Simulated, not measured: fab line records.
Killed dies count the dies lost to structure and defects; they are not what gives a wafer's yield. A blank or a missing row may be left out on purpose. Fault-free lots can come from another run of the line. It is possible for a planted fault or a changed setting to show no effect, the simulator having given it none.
The tool behind it: which one? :: flow sky130 :: 12 lots with 35 wafers sampled at 3 steps, on a route of 708 steps

## WHAT THE GAUGES READ, wafer by wafer
SKY_VIA2_BOW_MEAS_03.
lot: L915
measured: day 35 02:41
on: film metro-01
VIA2_BOW (um): 77 95 94

lot: L916
measured: day 35 10:41
on: film metro-01
VIA2_BOW (um): 93 83 85

lot: L917
measured: day 35 22:40
on: film metro-02
VIA2_BOW (um): 80 80 86

lot: L919
measured: day 36 16:54
on: film metro-01
VIA2_BOW (um): 86 94 70

lot: L923
measured: day 37 17:40
on: film metro-04
VIA2_BOW (um): 89 92 92

lot: L925
measured: day 38 08:01
on: film metro-04
VIA2_BOW (um): 91 84

lot: L931
measured: day 40 03:33
on: film metro-04
VIA2_BOW (um): 94 76 82

lot: L932
measured: day 40 12:15
on: film metro-04
VIA2_BOW (um): 96 82 71

lot: L933
measured: day 40 15:47
on: film metro-02
VIA2_BOW (um): 86 85 77

lot: L935
measured: day 41 03:41
on: film metro-04
VIA2_BOW (um): 99 78 96

lot: L937
measured: day 41 11:55
on: film metro-04
VIA2_BOW (um): 82 80 89

lot: L938
measured: day 41 17:07
on: film metro-04
VIA2_BOW (um): 77 82 84

SKY_CAPM_RS_MEAS_03: a four-point-probe measurement.
lot: L915
measured: day 36 07:32
on: film metro-04
CAPM_TIN_RS (ohm/sq): 6.92 6.91 6.87

lot: L916
measured: day 36 14:56
on: film metro-03
CAPM_TIN_RS (ohm/sq): 6.86 6.81 6.86

lot: L917
measured: day 37 02:21
on: film metro-03
CAPM_TIN_RS (ohm/sq): 6.91 6.91 6.80

lot: L919
measured: day 37 20:19
on: film metro-04
CAPM_TIN_RS (ohm/sq): 6.90 6.86 6.92

lot: L923
measured: day 38 20:46
on: film metro-01
CAPM_TIN_RS (ohm/sq): 6.98 6.95 6.90

lot: L925
measured: day 39 10:02
on: film metro-01
CAPM_TIN_RS (ohm/sq): 6.98 7.02

lot: L931
measured: day 41 05:55
on: film metro-04
CAPM_TIN_RS (ohm/sq): 7.02 6.95 6.97

lot: L932
measured: day 41 14:08
on: film metro-01
CAPM_TIN_RS (ohm/sq): 6.88 6.89 6.86

lot: L933
measured: day 41 16:01
on: film metro-04
CAPM_TIN_RS (ohm/sq): 6.87 6.85 6.99

lot: L935
measured: day 42 05:28
on: film metro-04
CAPM_TIN_RS (ohm/sq): 6.84 6.84 6.83

lot: L937
measured: day 42 13:22
on: film metro-01
CAPM_TIN_RS (ohm/sq): 6.92 6.98 7.01

lot: L938
measured: day 42 18:01
on: film metro-01
CAPM_TIN_RS (ohm/sq): 6.93 6.93 6.93

## EACH LOT AND THE TOOL THAT RAN IT (in order: tool; ch and the chambers of the sampled wafers; start)
lot: L915
SKY_VIA1_SPUTTER_20: pvd sputter-02, day 33 22:17

lot: L916
SKY_VIA1_SPUTTER_20: pvd sputter-02, day 34 06:34

lot: L917
SKY_VIA1_SPUTTER_20: pvd sputter-03, day 34 18:44

lot: L919
SKY_VIA1_SPUTTER_20: pvd sputter-01, day 35 12:22

lot: L923
SKY_VIA1_SPUTTER_20: pvd sputter-02, day 36 11:46

lot: L925
SKY_VIA1_SPUTTER_20: pvd sputter-02, day 37 04:10

lot: L931
SKY_VIA1_SPUTTER_20: pvd sputter-01, day 39 00:34

lot: L932
SKY_VIA1_SPUTTER_20: pvd sputter-01, day 39 09:24

lot: L933
SKY_VIA1_SPUTTER_20: pvd sputter-03, day 39 12:57

lot: L935
SKY_VIA1_SPUTTER_20: pvd sputter-01, day 40 00:57

lot: L937
SKY_VIA1_SPUTTER_20: pvd sputter-01, day 40 10:11

lot: L938
SKY_VIA1_SPUTTER_20: pvd sputter-03, day 40 16:10
- SKY_VIA1_SPUTTER_20: material TiN, target thk 20 nm, time 80 s.

## AS READ BY THE TOOLS THEMSELVES (means over the sampled wafers that have a number; for cases with no such wafer, the mark the record gives instead)
SKY_VIA1_SPUTTER_20.
lot: L915
tool: pvd sputter-02
throttle valve pct (%): 29.8

lot: L916
tool: pvd sputter-02
throttle valve pct (%): 30.5

lot: L917
tool: pvd sputter-03
throttle valve pct (%): 29.5

lot: L919
tool: pvd sputter-01
throttle valve pct (%): 29.7

lot: L923
tool: pvd sputter-02
throttle valve pct (%): 30.5

lot: L925
tool: pvd sputter-02
throttle valve pct (%): 30.1

lot: L931
tool: pvd sputter-01
throttle valve pct (%): 30.0

lot: L932
tool: pvd sputter-01
throttle valve pct (%): 29.4

lot: L933
tool: pvd sputter-03
throttle valve pct (%): 30.2

lot: L935
tool: pvd sputter-01
throttle valve pct (%): 29.3

lot: L937
tool: pvd sputter-01
throttle valve pct (%): 29.9

lot: L938
tool: pvd sputter-03
throttle valve pct (%): 29.6

## THE ANSWER, worked out from the rows above alone
Rule: what is usual is taken from the lots themselves. The widest of any qualifying gaps counts: lots, ordered by their means at a reading, are off when they make up no more than a third of the lots, leave a main group of 4 or more, and stand apart from it by 3 or more times the standard deviation of that group's means. If all means in a main group match to the digits the tables above print for the reading, that group is not used. A lot without any number at a reading at which 4 lots or more have one is off too. Where the step has rows for the other lots, those lots are counted as sound. After the gauges, taken in route order, come the tools' own readings; for these a lot's mean is taken, as printed above. The first step at which some lot is off is used, and at that step the reading that is off furthest; a lot without a number counts as furthest.
No lot is off at any reading shown: from this, nothing can be told.

## WHAT WAS PUT IN BY THE SIMULATOR
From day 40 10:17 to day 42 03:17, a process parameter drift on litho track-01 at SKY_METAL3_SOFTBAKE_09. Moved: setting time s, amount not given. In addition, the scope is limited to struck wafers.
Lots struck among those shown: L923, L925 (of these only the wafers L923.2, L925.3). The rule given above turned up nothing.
